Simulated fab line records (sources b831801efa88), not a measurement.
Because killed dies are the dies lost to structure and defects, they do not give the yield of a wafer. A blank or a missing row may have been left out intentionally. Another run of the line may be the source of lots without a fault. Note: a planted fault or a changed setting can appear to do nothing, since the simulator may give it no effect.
Which tool did it? ; flow gf180mcu ; 14 lots with 40 wafers sampled at 2 steps, on a route of 602 steps

== WHAT THE GAUGES READ, wafer by wafer ==
GF_HV_LDD_OVL_MEAS_20.
lot;measured;on;HV_LDD_01_OVL (nm)
L696;day 10 19:46;overlay-01;-4.2 -0.6 -1.9
L698;day 11 11:24;overlay-01;-1.5 -2.6 -0.9
L699;day 11 20:58;overlay-02;-2.4 -4.4 -2.7
L703;day 13 07:55;overlay-02;-3.0 -3.2 -1.5
L704;day 13 11:22;overlay-01;-1.6 -3.6
L706;day 14 00:39;overlay-02;-2.0 -1.4
L709;day 14 21:57;overlay-02;-1.7 -2.5 -1.6
L712;day 15 22:46;overlay-02;-3.0 -4.4 -5.9
L713;day 16 04:49;overlay-02;-0.7 -1.7 -3.4
L714;day 16 22:13;overlay-02;-0.1 -1.0 -0.1
L715;day 16 23:21;overlay-02;-2.2 -1.7 -0.4
L716;day 17 06:13;overlay-01;-0.6 -0.3 -0.7
L717;day 17 23:25;overlay-02;-1.9 0.5 -1.8
L719;day 18 06:11;overlay-01;-1.4 -0.8 -0.3

== WHAT TOOL EACH LOT RAN ON (gives the tool, then ch and the chambers of the sampled wafers, and finally the start) ==
lot;GF_VT_IMPLANT_STRIP_42
L696;plasma_asher-03 ch 0,1, day 7 12:27
L698;plasma_asher-04 ch 1, day 8 02:42
L699;plasma_asher-01 ch 1, day 8 09:51
L703;plasma_asher-04 ch 0,1, day 9 18:42
L704;plasma_asher-03 ch 0,1, day 9 22:39
L706;plasma_asher-04 ch 1, day 10 09:38
L709;plasma_asher-01 ch 0,1, day 11 04:57
L712;plasma_asher-01 ch 0,1, day 12 00:22
L713;plasma_asher-04 ch 0,1, day 12 10:05
L714;plasma_asher-01 ch 0,1, day 12 21:40
L715;plasma_asher-03 ch 0,1, day 12 22:45
L716;plasma_asher-04 ch 0,1, day 13 07:50
L717;plasma_asher-04 ch 0,1, day 13 19:43
L719;plasma_asher-03 ch 0, day 14 02:48
- GF_VT_IMPLANT_STRIP_42: strips in O2/N2.

== WHAT THE TOOLS THEMSELVES READ (means of the sampled wafers that have a number; where no wafer has one, the mark that the record gives instead) ==
GF_VT_IMPLANT_STRIP_42.
lot;tool;drypump_motor_current_A (A);heater_power_w (W);oes_product_au (a.u.);strip_time_to_endpoint_s (s)
L696;plasma_asher-03;5.67;330;0.716;12.64
L698;plasma_asher-04;5.50;363;0.721;12.62
L699;plasma_asher-01;5.58;343;0.712;12.66
L703;plasma_asher-04;5.64;364;0.714;12.62
L704;plasma_asher-03;5.71;335;0.720;12.66
L706;plasma_asher-04;5.44;360;0.717;12.63
L709;plasma_asher-01;5.87;344;0.715;12.65
L712;plasma_asher-01;5.73;339;0.711;12.67
L713;plasma_asher-04;5.78;362;0.715;12.61
L714;plasma_asher-01;5.74;341;0.718;12.65
L715;plasma_asher-03;5.68;331;0.714;12.66
L716;plasma_asher-04;5.63;359;0.716;12.59
L717;plasma_asher-04;5.61;363;0.720;12.66
L719;plasma_asher-03;5.83;345;0.717;12.63

== THE ANSWER, worked out from the rows above alone ==
Rule: what is usual is taken from the lots themselves. The widest of any qualifying gaps counts: lots, ordered by their means at a reading, are off when they make up no more than a third of the lots, leave a main group of 4 or more, and stand apart from it by 3 or more times the standard deviation of that group's means. The tables above print the reading to a certain number of digits; a main group whose means all agree to those digits is not used. A lot without any number at a reading at which 4 lots or more have one is off too. Where the step has rows for the other lots, those lots are counted as sound. First the gauges in route order, then the tools' own readings, where a lot's mean is used as printed above. At the first step where some lot is off, the reading lying furthest off is the one used; lots without a number count as furthest.
Nothing can be told from this: no lot is off at any reading shown.

== WHAT THE SIMULATOR HAD INSERTED ==
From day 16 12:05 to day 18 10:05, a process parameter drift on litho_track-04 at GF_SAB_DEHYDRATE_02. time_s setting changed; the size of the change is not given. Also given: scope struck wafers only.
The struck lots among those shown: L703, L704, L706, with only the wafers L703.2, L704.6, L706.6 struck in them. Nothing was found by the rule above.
